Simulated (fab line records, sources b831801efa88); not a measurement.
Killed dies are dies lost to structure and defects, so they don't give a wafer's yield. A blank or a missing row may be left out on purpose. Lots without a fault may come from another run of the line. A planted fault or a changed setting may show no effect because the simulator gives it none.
A struck lot beside a sound one | flow sky130 | 15 steps out of a route of 708
Sound: wafers L255.3, L255.4, L255.6. Struck: wafers L267.2, L267.4, L267.5. The cause comes at the end.
At each step with rows: each side's tool, then ch and its chambers, then its first start. Under that, the readings that differ: sound wafers | struck wafers | difference of the means | sigmas: that difference in standard deviations of wafers without a fault.
alike: readings whose means differ by less than 2 such deviations, and words and numbers that are the same on both sides. not compared: withheld readings, readings that some wafer has no value for, bounds like >300 that may hide the same value, and numbers for which the record gives no deviation and whose values overlap.
The two part at a step that has a row with sigmas, a row that says differs or no value, or rows on one side only. Numbers that don't overlap but have no deviation are shown without sigmas and don't part them. A reading that every wafer of one side lacks parts them only if that side has two wafers or more.

first, 5 steps without rows for these wafers: SKY_SONOS_TUNNEL_COAT_02 (resist thk 1140 nm); SKY_SONOS_TUNNEL_SOFTBAKE_03 (time 60 s); SKY_SONOS_TUNNEL_EXPOSE_04 (exposes mask TUNM, target cd 410 nm); SKY_SONOS_TUNNEL_PEB_05; SKY_SONOS_TUNNEL_DEVELOP_06 (develop time 60 s).
SKY_SONOS_TUNNEL_CD_MEAS_07: target cd 410 nm.
  sound on cd_sem-02, day 12 06:38; struck on cd_sem-01, day 16 01:34
  alike: cd_nm
SKY_SONOS_TUNNEL_OVL_MEAS_08:
  sound on overlay-01, day 12 06:44; struck on overlay-02, day 16 01:41
  reading               | sound       | struck         | difference | sigmas
  SONOS_TUNNEL_OVL (nm) | 2.6 0.5 1.7 | -2.4 -2.3 -1.9 | -3.8       | -2
then, 3 steps without rows for these wafers: SKY_SONOS_TUNNEL_IMPLANT_09; SKY_SONOS_TUNNEL_WET_ETCH_10 (etches SiO2 in dHF, target depth 14 nm, time 280 s); SKY_SONOS_TUNNEL_STRIP_11 (strips in SPM, time 600 s).
SKY_SONOS_TUNNEL_TW_MEAS_12:
  sound on film_metro-03, day 12 07:17; struck on film_metro-02, day 16 02:08
  alike: SONOS_TUNNEL_TW
then, 1 step without rows for these wafers: SKY_SONOS_TUNNEL_CLEAN_13 (cleans in dHF, time 20 s).
SKY_SONOS_ONO_OXIDATION_00: stabilise 600 s, purge 300 s, target thk 2.6 nm.
  sound on furnace-02 ch 0, day 12 09:31; struck on furnace-02 ch 0, day 16 04:49
  reading                                          | sound             | struck            | difference | sigmas
  model.SiO2_of_SONOS_ONO_OXIDATION_00.thk_nm (nm) | 2.524 2.542 2.579 | 2.992 3.018 2.991 | +0.452     |
  alike: spike_tc_bottom_C, spike_tc_top_C, zone_power_lower_pct
SKY_SONOS_ONO_THK_MEAS_01:
  sound on film_metro-04, day 12 10:53; struck on film_metro-02, day 16 06:30
  reading                      | sound          | struck         | difference | sigmas
  SONOS_ONO_OXIDATION_THK (nm) | 2.54 2.52 2.63 | 2.96 3.03 3.02 | +0.44      | +7
  not compared: hold
-- the record jumps here: 33 days lie between the struck wafers' starts before and after (it left off in module SONOS_ONO and takes up again in module PAD_OPEN, whose first step shown is number 708 of the route) --
SKY_PAD_OPEN_PROBE_99:
  sound on prober-02, day 46 13:46; struck on prober-02, day 49 05:22
  reading                               | sound                   | struck                  | difference | sigmas
  model.etest.sonos_erased.drive_ua_um  | 200.4 233.3 184.4       | 155.8 142.6 153.7       | -55.3      |
  model.etest.cap_ono.gate_log10_a_cm2  | -7.588 -7.679 -7.596    | -8.156 -8.237 -8.144    | -0.558     |
  model.etest.cap_ono.tox_acc_nm (nm)   | 12.62 12.64 12.58       | 13.06 13.11 13.11       | +0.48      |
  model.etest.sonos_erased.vt_v (V)     | -2.366 -2.394 -2.342    | -1.937 -1.868 -1.952    | +0.448     |
  model.etest.sonos_baked.vt_less_v (V) | -0.6287 -0.5479 -0.5944 | -0.3698 -0.4009 -0.3898 | +0.2035    |
  model.etest.sonos_programmed.vt_v (V) | 1.618 1.578 1.618       | 1.396 1.429 1.422       | -0.189     |
  alike: killed_at_M0_to_M3, killed_at_M4_up, killed_at_contacts, killed_at_front_end, killed_at_other, killed_dies, killed_on_rim, killed_open, killed_short

WHERE THEY PART
First at SKY_SONOS_TUNNEL_OVL_MEAS_08; last, within this record, at SKY_SONOS_ONO_THK_MEAS_01. Later steps at which nothing parts them and some readings are alike: SKY_PAD_OPEN_PROBE_99.

WHY: what the simulator had put in
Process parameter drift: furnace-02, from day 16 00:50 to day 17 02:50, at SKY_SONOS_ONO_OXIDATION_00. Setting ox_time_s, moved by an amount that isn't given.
